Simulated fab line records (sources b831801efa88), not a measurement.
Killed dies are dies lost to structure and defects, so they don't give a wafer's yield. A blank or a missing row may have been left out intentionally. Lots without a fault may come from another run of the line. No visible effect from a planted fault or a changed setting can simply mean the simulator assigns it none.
Split-lot experiment | flow sky130 | 23 wafers read from 5 lots, route of 708 steps

## SPLIT DETAILS
At SKY_NWELL_IMPLANT_13, the setting energy kev was moved away from the recipe's 50 on 10 of the 23 wafers read, by -4.1% to +5.5%. The other wafers ran this setting at the recipe's value.

The reading comes from the split's own step.

## THE READING
The simulator's own value implant.drp nm, read by no gauge, in nm at SKY_NWELL_IMPLANT_13. No usual value for it is given in the file.

wafer  | tool, chamber at the split | energy kev as run | against the recipe | implant.drp nm, nm | against lot-mates on the recipe
L074.1 | implanter-04, 0            | 50                | recipe             | 25.55              | -
L074.3 | implanter-04, 0            | 50                | recipe             | 25.55              | -
L074.2 | implanter-04, 0            | 47.94             | -4.1%              | 24.66              | -0.89
L074.4 | implanter-04, 0            | 47.94             | -4.1%              | 24.66              | -0.89
L074.6 | implanter-04, 0            | 47.94             | -4.1%              | 24.66              | -0.89
L075.1 | implanter-04, 0            | 50                | recipe             | 25.55              | -
L075.2 | implanter-04, 0            | 50                | recipe             | 25.55              | -
L075.6 | implanter-04, 0            | 50                | recipe             | 25.55              | -
L077.1 | implanter-03, 0            | 50                | recipe             | 25.55              | -
L077.2 | implanter-03, 0            | 50                | recipe             | 25.55              | -
L077.4 | implanter-03, 0            | 50                | recipe             | 25.55              | -
L077.5 | implanter-03, 0            | 52.73             | +5.5%              | 26.71              | +1.16
L077.6 | implanter-03, 0            | 52.73             | +5.5%              | 26.71              | +1.16
L079.1 | implanter-01, 0            | 48.92             | -2.2%              | 25.08              | -0.47
L079.5 | implanter-01, 0            | 48.92             | -2.2%              | 25.08              | -0.47
L079.2 | implanter-01, 0            | 50                | recipe             | 25.55              | -
L079.4 | implanter-01, 0            | 50                | recipe             | 25.55              | -
L079.6 | implanter-01, 0            | 50                | recipe             | 25.55              | -
L083.1 | implanter-01, 0            | 48.1              | -3.8%              | 24.73              | -0.82
L083.5 | implanter-01, 0            | 48.1              | -3.8%              | 24.73              | -0.82
L083.6 | implanter-01, 0            | 48.1              | -3.8%              | 24.73              | -0.82
L083.2 | implanter-01, 0            | 50                | recipe             | 25.55              | -
L083.4 | implanter-01, 0            | 50                | recipe             | 25.55              | -

FIT RESULTS
A straight line over all 23 wafers: implant.drp nm changes by +0.214 nm for each +1% of energy kev; r = +1.00; the points scatter about the line by 0.0039 nm.
The same after taking each lot's own level away (the mean of its wafers on the recipe; 23 wafers): +0.214 nm for each +1%; r = +1.00; scatter 0.0039 nm.
That fit puts the effect of the largest move of energy kev on the reading at 1.2 nm.
The lots' own levels span 25.550 to 25.550 nm.
The two slopes agree, so the slope changes little with the lot-to-lot level.
Check: with one of the wafers moved furthest among these (+5.5%) left out of the fit, the line predicts +1.17 nm for it against its lot-mates. It came out at +1.16 nm against them.

## THE OTHER SPLITS THESE WAFERS WENT THROUGH
Other splits were also applied to these wafers ahead of the reading. Each is held against what the fit with the lots' levels taken away leaves over:
other split on the same wafers      | wafers away from the commonest value | r with implant.drp nm (lot level and that fit taken away)
SKY_FIELD_ISO_COAT_08 resist thk nm | 10                                   | -0.15
SKY_NWELL_OXIDATION_01 temp c       | 15                                   | -0.04
SKY_NWELL_IMPLANT_11 dose cm2       | 9                                    | +0.12

## THE WHOLE CHAIN: every reading that the file lists as answering this split, in the file's order
step                 | what it does | reading                                                         | change (the file's fit)               | r (the file's)
SKY_NWELL_IMPLANT_13 |              | implant.rp nm (the simulator's own value, which no gauge read)  | +0.612 nm for each +1% of the setting | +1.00
SKY_NWELL_IMPLANT_13 |              | implant.drp nm (the simulator's own value, which no gauge read) | +0.214 nm for each +1% of the setting | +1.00

## FILE'S OWN FIT
implant.drp nm changes by +0.214 nm for each +1% of energy kev, r = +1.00.
